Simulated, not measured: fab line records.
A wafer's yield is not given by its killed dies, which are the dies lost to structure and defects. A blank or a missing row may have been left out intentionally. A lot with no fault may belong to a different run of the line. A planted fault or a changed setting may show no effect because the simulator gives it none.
fab line records -- flow sky130
record: lots: 14, wafers: 42, lastDay: 50
route steps=708 shown METAL1@436 VIA1@472
lots that met no fault: taken from a fault-free run of the same line
startH: the number of hours between the record's first day and the start of the first shown wafer of the lot -- waitH: hours from the lot's prior step to this one -- " the same as in the row above -- L1.1+2: one row covering several wafers at once -- - no value present, or no start provided -- * or withheld: withheld -- < > ~ a bound
route shown NAME@n: a module of which the file shows steps, and the number in the route of the first -- usual: mean/standard deviation taken from wafers without a fault -- same: alike in all rows -- chamber/n: place in a boat -- sites: the reading at each site -- _std_site: standard deviation across them -- _edge_site: the outer-site mean with the inner-site mean subtracted -- radiusMm: how far each site lies from the wafer's centre -- mask NAME#n: copy n -- behind: the most recent tool/chamber to have shaped the wafer -- hold: cause of the lot's hold/its duration in hours/its outcome -- device: which transistor (n, p or np) failed to switch -- end of line: tests of these same wafers at the route's end -- where a step has no rows: the recipe by itself -- killed: count of dies lost to structure and defects at first sort (not the wafer's yield) -- map: a wafer's dies, marking killed ones x, the rest . and places with no die _
set.NAME: the setting the step ran with; set.NAME@STEP: the setting that earlier step ran with -- model.NAME: the simulator's own value behind a step, which no gauge read
a sample of lots followed through the steps of the route, with each step as a table and each wafer as a row
services: from which hour (startH, from the record's first day; less than 0 if before it) a tool's chamber was out of use, for how many hours, and why
== steps ==
step: SKY_METAL1_SPUTTER_02
recipe: material: AlCu, targetThkNm: 250, powerW: 10600, timeS: 13.3, chamberPressurePa: 0.4
usual: throttleValvePct: 30.5/0.73
lot.wafer,tool,chamber,startH,waitH,throttleValvePct
L165.2,pvdSputter-01,-,740.90,0.0,29.7
L165.4,pvdSputter-01,-,740.90,0.0,32.0
L165.6,pvdSputter-01,-,740.90,0.0,30.3
L166.1,pvdSputter-03,-,757.14,0.0,30.3
L166.4,pvdSputter-03,-,757.14,0.0,30.3
L166.5,pvdSputter-03,-,757.14,0.0,30.4
L167.1,pvdSputter-01,-,761.08,0.0,29.8
L167.2,pvdSputter-01,-,761.08,0.0,30.5
L167.3,pvdSputter-01,-,761.08,0.0,31.7
L168.1,pvdSputter-04,-,778.42,0.0,29.3
L168.3,pvdSputter-04,-,778.42,0.0,30.9
L168.4,pvdSputter-04,-,778.42,0.0,32.3
L169.2,pvdSputter-04,-,780.15,0.0,30.8
L169.3,pvdSputter-04,-,780.15,0.0,30.3
L169.4,pvdSputter-04,-,780.15,0.0,29.6
L170.1,pvdSputter-01,-,787.24,0.0,30.4
L170.3,pvdSputter-01,-,787.24,0.0,31.7
L170.5,pvdSputter-01,-,787.24,0.0,30.3
L171.2,pvdSputter-04,-,789.62,0.0,32.1
L171.3,pvdSputter-04,-,789.62,0.0,30.4
L171.4,pvdSputter-04,-,789.62,0.0,30.8
L173.1,pvdSputter-03,-,802.83,0.0,30.9
L173.2,pvdSputter-03,-,802.83,0.0,30.1
L173.6,pvdSputter-03,-,802.83,0.0,30.6
L174.1,pvdSputter-01,-,807.62,0.0,31.7
L174.3,pvdSputter-01,-,807.62,0.0,30.5
L174.4,pvdSputter-01,-,807.62,0.0,30.0
L175.3,pvdSputter-01,-,819.35,0.0,31.7
L175.4,pvdSputter-01,-,819.35,0.0,30.2
L175.5,pvdSputter-01,-,819.35,0.0,30.0
L177.1,pvdSputter-01,-,830.49,0.0,30.4
L177.2,pvdSputter-01,-,830.49,0.0,30.1
L177.5,pvdSputter-01,-,830.49,0.0,31.7
L182.1,pvdSputter-03,-,882.08,0.0,30.9
L182.2,pvdSputter-03,-,882.08,0.0,30.4
L182.4,pvdSputter-03,-,882.08,0.0,30.6
L184.1,pvdSputter-01,-,887.47,0.0,30.4
L184.5,pvdSputter-01,-,887.47,0.0,29.7
L184.6,pvdSputter-01,-,887.47,0.0,30.1
L186.2,pvdSputter-01,-,898.67,0.0,31.7
L186.3,pvdSputter-01,-,898.67,0.0,30.5
L186.6,pvdSputter-01,-,898.67,0.0,29.9
step: SKY_METAL1_OVL_MEAS_16
usual: METAL1_OVL: 3/5.8
lot.wafer,tool,chamber,startH,waitH,METAL1_OVL[nm]
L165.2,overlay-01,-,767.92,0.1,6
L165.4,overlay-01,-,767.92,0.1,1
L165.6,overlay-01,-,767.92,0.1,7
L166.1,overlay-01,-,784.02,0.1,0
L166.4,overlay-01,-,784.02,0.1,4
L166.5,overlay-01,-,784.02,0.1,5
L167.1,overlay-01,-,788.37,0.1,-2
L167.2,overlay-01,-,788.37,0.1,0
L167.3,overlay-01,-,788.37,0.1,2
L168.1,overlay-01,-,804.55,0.1,-7
L168.3,overlay-01,-,804.55,0.1,-3
L168.4,overlay-01,-,804.55,0.1,-1
L169.2,overlay-02,-,807.26,0.1,-1
L169.3,overlay-02,-,807.26,0.1,-5
L169.4,overlay-02,-,807.26,0.1,-3
L170.1,overlay-01,-,814.17,0.1,0
L170.3,overlay-01,-,814.17,0.1,2
L170.5,overlay-01,-,814.17,0.1,2
L171.2,overlay-01,-,815.65,0.1,10
L171.3,overlay-01,-,815.65,0.1,7
L171.4,overlay-01,-,815.65,0.1,11
L173.1,overlay-02,-,829.32,0.1,1
L173.2,overlay-02,-,829.32,0.1,-1
L173.6,overlay-02,-,829.32,0.1,-2
L174.1,overlay-01,-,834.35,0.1,8
L174.3,overlay-01,-,834.35,0.1,7
L174.4,overlay-01,-,834.35,0.1,-8
L175.3,overlay-02,-,846.16,0.1,1
L175.4,overlay-02,-,846.16,0.1,1
L175.5,overlay-02,-,846.16,0.1,4
L177.1,overlay-01,-,857.27,0.1,6
L177.2,overlay-01,-,857.27,0.1,2
L177.5,overlay-01,-,857.27,0.1,-4
L182.1,overlay-02,-,907.40,0.1,10
L182.2,overlay-02,-,907.40,0.1,8
L182.4,overlay-02,-,907.40,0.1,5
L184.1,overlay-01,-,912.82,0.1,8
L184.5,overlay-01,-,912.82,0.1,6
L184.6,overlay-01,-,912.82,0.1,0
L186.2,overlay-02,-,924.00,0.1,5
L186.3,overlay-02,-,924.00,0.1,5
L186.6,overlay-02,-,924.00,0.1,-2
step: SKY_VIA1_ETCH_14
recipe: chemistry: N2/H2, target: BARC, ionEnergyEv: 200, sourceW: 500, biasW: 100, pressureMtorr: 30, n2FlowSccm: 100, h2FlowSccm: 200, stopOn: SiO2, timeS: 45.9, targetDepthA: 600
usual: drypumpMotorCurrentA: 5.7/0.43, oesProductAu: 0.854/0.0046, runLengthS: 74.3/0.48, throttleValvePct: 13.225/0.0083
lot.wafer,tool,chamber,startH,waitH,drypumpMotorCurrentA,oesProductAu,rfHoursCounterH,runLengthS,throttleValvePct
L165.2,rieDiel-04,1,796.17,0.0,4.9,0.852,10,74.6,13.240
L165.4,rieDiel-04,0,796.17,0.0,5.3,0.856,2,73.7,13.221
L165.6,rieDiel-04,0,796.17,0.0,5.3,0.859,-,73.7,13.221
L166.1,rieDiel-04,3,811.14,0.0,5.0,0.854,4,74.5,13.221
L166.4,rieDiel-04,0,811.14,0.0,5.3,0.848,2,74.3,13.236
L166.5,rieDiel-04,0,811.14,0.0,5.3,0.853,-,74.0,13.210
L167.1,rieDiel-01,0,816.39,0.0,5.9,0.850,22,74.0,13.233
L167.2,rieDiel-01,1,816.39,0.0,5.3,0.850,5,74.0,13.216
L167.3,rieDiel-01,2,816.39,0.0,5.4,0.857,16,73.9,13.222
L168.1,rieDiel-02,0,832.44,0.0,5.9,0.855,0,74.6,13.226
L168.3,rieDiel-02,2,832.44,0.0,5.8,0.860,18,74.6,13.240
L168.4,rieDiel-02,0,832.44,0.0,5.9,0.851,-,75.2,13.227
L169.2,rieDiel-01,2,835.44,0.0,5.4,0.860,16,73.8,13.250
L169.3,rieDiel-01,3,835.44,0.0,6.6,0.849,17,74.3,13.220
L169.4,rieDiel-01,1,835.44,0.0,5.3,0.858,5,73.9,13.219
L170.1,rieDiel-02,1,841.93,0.0,5.9,0.857,3,73.8,13.216
L170.3,rieDiel-02,3,841.93,0.0,5.6,0.851,5,74.0,13.217
L170.5,rieDiel-02,0,841.93,0.0,6.0,0.854,-,75.1,13.232
L171.2,rieDiel-01,3,842.67,0.0,6.5,0.850,17,74.3,13.231
L171.3,rieDiel-01,1,842.67,0.0,5.3,0.863,6,73.5,13.219
L171.4,rieDiel-01,0,842.67,0.0,5.9,0.853,23,73.9,13.234
L173.1,rieDiel-01,3,856.38,0.0,6.5,0.854,18,74.8,13.218
L173.2,rieDiel-01,1,856.38,0.0,5.3,0.853,6,73.4,13.226
L173.6,rieDiel-01,0,856.38,0.0,5.9,0.850,-,74.0,13.224
L174.1,rieDiel-01,3,862.28,0.0,6.5,0.854,18,74.4,13.219
L174.3,rieDiel-01,0,862.28,0.0,5.9,0.863,24,74.4,13.224
L174.4,rieDiel-01,1,862.28,0.0,5.3,0.862,6,73.5,13.213
L175.3,rieDiel-04,3,874.23,0.0,5.1,0.856,5,74.4,13.226
L175.4,rieDiel-04,2,874.23,0.0,6.2,0.846,13,73.7,13.204
L175.5,rieDiel-04,0,874.23,0.0,5.3,0.852,-,73.7,13.225
L177.1,rieDiel-02,3,884.39,0.0,5.6,0.853,6,74.0,13.222
L177.2,rieDiel-02,2,884.39,0.0,5.9,0.858,19,75.2,13.227
L177.5,rieDiel-02,3,884.39,0.0,5.6,0.852,-,74.0,13.214
L182.1,rieDiel-02,3,934.02,0.0,5.6,0.851,7,73.9,13.221
L182.2,rieDiel-02,2,934.02,0.0,5.8,0.854,20,74.9,13.233
L182.4,rieDiel-02,0,934.02,0.0,6.0,0.853,3,75.2,13.227
L184.1,rieDiel-02,0,939.84,0.0,6.0,0.981,3,61.0,13.238
L184.5,rieDiel-02,2,939.84,0.0,5.8,0.864,-,74.4,13.221
L184.6,rieDiel-02,3,939.84,0.0,5.6,0.854,-,73.8,13.217
L186.2,rieDiel-02,2,950.62,0.0,5.9,0.981,21,60.5,13.253
L186.3,rieDiel-02,1,950.62,0.0,6.0,0.853,6,74.0,13.213
L186.6,rieDiel-02,1,950.62,0.0,6.0,0.850,-,73.8,13.228
step: SKY_VIA1_ETCH_15
recipe: target: SiO2, chemistry: C4F8/O2/Ar, targetDepthNm: 351, stopOn: TiN, maskMaterial: KrF-thick, sourceW: 1500, biasW: 1200, pressureMtorr: 40, c4f8FlowSccm: withheld, O2_flow_sccm: 6, Ar_flow_sccm: 300, timeS: 54
usual: oesProductAu: 0.982/0.0063, runLengthS: 82.3/0.46
lot.wafer,tool,chamber,startH,waitH,oesProductAu,rfHoursCounterH,runLengthS
L165.2,rieDiel-04,1,796.21,0.0,0.980,10,82.8
L165.4,rieDiel-04,0,796.21,0.0,0.976,2,81.8
L165.6,rieDiel-04,0,796.21,0.0,0.975,-,82.6
L166.1,rieDiel-04,3,811.18,0.0,0.980,4,82.5
L166.4,rieDiel-04,0,811.18,0.0,0.980,2,82.2
L166.5,rieDiel-04,0,811.18,0.0,0.973,-,81.8
L167.1,rieDiel-01,0,816.43,0.0,0.981,22,82.0
L167.2,rieDiel-01,1,816.43,0.0,0.977,5,81.7
L167.3,rieDiel-01,2,816.43,0.0,0.977,16,81.9
L168.1,rieDiel-02,0,832.48,0.0,0.971,0,82.9
L168.3,rieDiel-02,2,832.48,0.0,0.982,18,82.4
L168.4,rieDiel-02,0,832.48,0.0,0.974,-,82.8
L169.2,rieDiel-01,2,835.48,0.0,0.988,16,82.0
L169.3,rieDiel-01,3,835.48,0.0,0.984,17,82.6
L169.4,rieDiel-01,1,835.48,0.0,0.985,5,81.6
L170.1,rieDiel-02,1,841.98,0.0,0.986,3,82.5
L170.3,rieDiel-02,3,841.98,0.0,0.981,5,81.9
L170.5,rieDiel-02,0,841.98,0.0,0.968,-,83.4
L171.2,rieDiel-01,3,842.71,0.0,0.995,17,82.6
L171.3,rieDiel-01,1,842.71,0.0,0.981,6,82.0
L171.4,rieDiel-01,0,842.71,0.0,0.990,23,82.6
L173.1,rieDiel-01,3,856.43,0.0,0.980,18,82.6
L173.2,rieDiel-01,1,856.43,0.0,0.967,6,81.6
L173.6,rieDiel-01,0,856.43,0.0,0.978,-,82.2
L174.1,rieDiel-01,3,862.33,0.0,0.988,18,82.3
L174.3,rieDiel-01,0,862.33,0.0,0.980,24,82.0
L174.4,rieDiel-01,1,862.33,0.0,0.975,6,82.0
L175.3,rieDiel-04,3,874.28,0.0,0.979,5,83.0
L175.4,rieDiel-04,2,874.28,0.0,0.988,13,81.8
L175.5,rieDiel-04,0,874.28,0.0,0.972,-,81.8
L177.1,rieDiel-02,3,884.43,0.0,0.986,6,81.7
L177.2,rieDiel-02,2,884.43,0.0,0.985,19,82.4
L177.5,rieDiel-02,3,884.43,0.0,0.983,-,82.0
L182.1,rieDiel-02,3,934.06,0.0,0.985,7,82.0
L182.2,rieDiel-02,2,934.06,0.0,0.972,20,82.7
L182.4,rieDiel-02,0,934.06,0.0,0.983,3,82.7
L184.1,rieDiel-02,0,939.88,0.0,0.379,3,83.1
L184.5,rieDiel-02,2,939.88,0.0,0.976,-,82.8
L184.6,rieDiel-02,3,939.88,0.0,0.979,-,82.0
L186.2,rieDiel-02,2,950.66,0.0,0.374,21,82.7
L186.3,rieDiel-02,1,950.66,0.0,0.985,6,81.9
L186.6,rieDiel-02,1,950.66,0.0,0.980,-,81.9
step: SKY_VIA1_STRIP_16
recipe: chemistry: O2/N2, powerW: 1400, pressureMtorr: 1500, platenTempC: withheld, o2FlowSccm: 3000, n2FlowSccm: 300, overashFraction: 0.5
usual: drypumpMotorCurrentA: 5.71/0.26, oesProductAu: 0.416/0.0041, stripTimeToEndpointS: 4.462/0.024
lot.wafer,tool,chamber,startH,waitH,drypumpMotorCurrentA,oesProductAu,rfHoursCounterH,stripTimeToEndpointS
L165.2,plasmaAsher-04,1,796.26,0.0,5.61,0.422,66,4.466
L165.4,plasmaAsher-04,1,796.26,0.0,5.63,0.416,-,4.493
L165.6,plasmaAsher-04,1,796.26,0.0,5.64,0.408,-,4.528
L166.1,plasmaAsher-02,1,811.22,0.0,5.69,0.414,101,4.500
L166.4,plasmaAsher-02,1,811.22,0.0,5.72,0.420,-,4.498
L166.5,plasmaAsher-02,0,811.22,0.0,5.35,0.418,-,4.499
L167.1,plasmaAsher-01,1,816.47,0.0,5.45,0.410,7,4.445
L167.2,plasmaAsher-01,0,816.47,0.0,5.49,0.412,7,4.490
L167.3,plasmaAsher-01,0,816.47,0.0,5.50,0.417,-,4.471
L168.1,plasmaAsher-02,1,832.52,0.0,5.71,0.414,103,4.468
L168.3,plasmaAsher-02,0,832.52,0.0,5.39,0.413,-,4.466
L168.4,plasmaAsher-02,1,832.52,0.0,5.73,0.415,-,4.474
L169.2,plasmaAsher-04,1,835.52,0.0,5.74,0.419,69,4.464
L169.3,plasmaAsher-04,0,835.52,0.0,6.06,0.412,-,4.441
L169.4,plasmaAsher-04,1,835.52,0.0,5.67,0.415,-,4.484
L170.1,plasmaAsher-04,0,842.02,0.0,6.12,0.405,70,4.445
L170.3,plasmaAsher-04,0,842.02,0.0,6.08,0.417,-,4.433
L170.5,plasmaAsher-04,0,842.02,0.0,6.10,0.414,-,4.463
L171.2,plasmaAsher-01,0,842.76,0.0,5.55,0.410,10,4.433
L171.3,plasmaAsher-01,1,842.76,0.0,5.39,0.413,-,4.456
L171.4,plasmaAsher-01,0,842.76,0.0,5.56,0.418,-,4.465
L173.1,plasmaAsher-01,1,856.47,0.0,5.40,0.418,11,4.479
L173.2,plasmaAsher-01,0,856.47,0.0,5.54,0.419,11,4.475
L173.6,plasmaAsher-01,1,856.47,0.0,5.41,0.412,-,4.468
L174.1,plasmaAsher-01,0,862.37,0.0,5.54,0.418,12,4.457
L174.3,plasmaAsher-01,0,862.37,0.0,5.52,0.414,-,4.453
L174.4,plasmaAsher-01,1,862.37,0.0,5.39,0.414,-,4.466
L175.3,plasmaAsher-04,1,874.36,0.1,5.71,0.411,-,4.449
L175.4,plasmaAsher-04,0,874.36,0.1,6.10,0.406,-,4.406
L175.5,plasmaAsher-04,1,874.36,0.1,5.70,0.417,-,4.459
L177.1,plasmaAsher-04,0,884.47,0.0,6.10,0.414,74,4.450
L177.2,plasmaAsher-04,1,884.47,0.0,5.76,0.413,74,4.468
L177.5,plasmaAsher-04,0,884.47,0.0,6.08,0.416,-,4.449
L182.1,plasmaAsher-02,1,934.11,0.0,5.71,0.423,114,4.461
L182.2,plasmaAsher-02,0,934.11,0.0,5.35,0.412,114,4.499
L182.4,plasmaAsher-02,0,934.11,0.0,5.38,0.416,-,4.503
L184.1,plasmaAsher-04,1,939.93,0.0,5.66,0.420,80,4.606
L184.5,plasmaAsher-04,1,939.93,0.0,5.67,0.414,-,4.473
L184.6,plasmaAsher-04,0,939.93,0.0,6.09,0.409,-,4.448
L186.2,plasmaAsher-02,1,950.71,0.0,5.71,0.424,115,4.638
L186.3,plasmaAsher-02,0,950.71,0.0,5.37,0.414,-,4.480
L186.6,plasmaAsher-02,1,950.71,0.0,5.72,0.425,-,4.466
step: SKY_VIA1_THK_MEAS_23
recipe: thkMeasGauge: xrf, reads: W_of_VIA1_CVD_21
usual: VIA1_W_THK: 276/4.4
lot.wafer,tool,chamber,startH,waitH,VIA1_W_THK[nm]
L165.2,filmMetro-02,-,797.13,0.1,274
L165.4,filmMetro-02,-,797.13,0.1,278
L165.6,filmMetro-02,-,797.13,0.1,270
L166.1,filmMetro-03,-,812.20,0.1,271
L166.4,filmMetro-03,-,812.20,0.1,271
L166.5,filmMetro-03,-,812.20,0.1,271
L167.1,filmMetro-02,-,817.34,0.1,277
L167.2,filmMetro-02,-,817.34,0.1,282
L167.3,filmMetro-02,-,817.34,0.1,279
L168.1,filmMetro-04,-,833.39,0.1,276
L168.3,filmMetro-04,-,833.39,0.1,282
L168.4,filmMetro-04,-,833.39,0.1,271
L169.2,filmMetro-03,-,836.49,0.1,279
L169.3,filmMetro-03,-,836.49,0.1,280
L169.4,filmMetro-03,-,836.49,0.1,281
L170.1,filmMetro-04,-,842.98,0.1,276
L170.3,filmMetro-04,-,842.98,0.1,280
L170.5,filmMetro-04,-,842.98,0.1,281
L171.2,filmMetro-04,-,843.73,0.1,272
L171.3,filmMetro-04,-,843.73,0.1,273
L171.4,filmMetro-04,-,843.73,0.1,269
L173.1,filmMetro-02,-,857.44,0.1,274
L173.2,filmMetro-02,-,857.44,0.1,276
L173.6,filmMetro-02,-,857.44,0.1,274
L174.1,filmMetro-04,-,863.58,0.1,276
L174.3,filmMetro-04,-,863.58,0.1,272
L174.4,filmMetro-04,-,863.58,0.1,279
L175.3,filmMetro-04,-,875.22,0.1,288
L175.4,filmMetro-04,-,875.22,0.1,276
L175.5,filmMetro-04,-,875.22,0.1,277
L177.1,filmMetro-02,-,885.37,0.1,277
L177.2,filmMetro-02,-,885.37,0.1,276
L177.5,filmMetro-02,-,885.37,0.1,278
L182.1,filmMetro-03,-,934.99,0.1,272
L182.2,filmMetro-03,-,934.99,0.1,266
L182.4,filmMetro-03,-,934.99,0.1,272
L184.1,filmMetro-04,-,940.86,0.1,269
L184.5,filmMetro-04,-,940.86,0.1,280
L184.6,filmMetro-04,-,940.86,0.1,275
L186.2,filmMetro-03,-,952.02,0.1,280
L186.3,filmMetro-03,-,952.02,0.1,279
L186.6,filmMetro-03,-,952.02,0.1,279
== services ==
tool,chamber,startH,hours,kind
plasmaAsher-01,-,733.75,9.0,pm
pvdSputter-03,-,747.19,1.1,repair
pvdSputter-04,-,750.07,5.3,repair
rieDiel-04,-,762.73,2.8,pm
plasmaAsher-01,-,770.12,3.0,repair
rieDiel-01,1,776.62,2.8,repair
rieDiel-02,-,795.97,15.6,pm
pvdSputter-04,-,796.37,2.6,repair
rieDiel-01,1,801.61,9.0,repair
pvdSputter-03,-,810.95,59.8,repair
rieDiel-02,0,811.57,-,clean
rieDiel-02,0,811.57,17.7,scheduledDown
pvdSputter-03,-,814.59,5.3,repair
rieDiel-02,1,826.03,12.6,repair
pvdSputter-03,-,826.66,2.2,repair
plasmaAsher-01,-,842.92,1.7,repair
pvdSputter-04,-,847.75,4.6,repair
plasmaAsher-01,-,873.68,4.5,repair
rieDiel-01,3,897.86,12.5,repair
rieDiel-02,0,917.57,8.9,repair
rieDiel-02,1,918.77,6.3,repair
rieDiel-01,-,931.47,2.8,pm
rieDiel-02,1,938.60,4.0,repair
rieDiel-01,1,946.12,9.6,repair
== key ==
firstSign: step: SKY_VIA1_ETCH_14, reading: runLengthS, direction: down, sigmas: 28, usual: *, struck: *
effect: step: SKY_VIA1_ETCH_14, reading: oesProductAu, direction: up, sigmas: 28, usual: 0.854, struck: 0.981
effect: step: SKY_VIA1_ETCH_15, reading: oesProductAu, direction: down, sigmas: 96, usual: 0.982, struck: 0.376
effect: step: SKY_VIA1_STRIP_16, reading: stripTimeToEndpointS, direction: up, sigmas: 6.7, usual: *, struck: *
metAt SKY_VIA1_ETCH_14
struckLots L184,L186
struckWafers L184.1,L186.2
laterRowsLeftOut L184.1,L186.2
sortLeftOut L184.1,L186.2
notActingAt SKY_METAL1_SPUTTER_02,SKY_METAL1_OVL_MEAS_16,SKY_VIA1_THK_MEAS_23
onsetBetween 934.02 939.84
fault: kind: processParameterDrift, tool: rieDiel-02, chamber: -, onsetH: 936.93, steps: SKY_VIA1_ETCH_14, channel: timeS, offset: *, shape: step, endH: 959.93, scope: struckWafersOnly, actsIn: *, stated: *
sortLeftOut: the simulated sort isn't trusted on such a fault, so these wafers' sort isn't shown, and their yield isn't known
laterRowsLeftOut: the simulator's readings of these wafers behind a module that went badly wrong aren't trusted and aren't shown, but for the sort
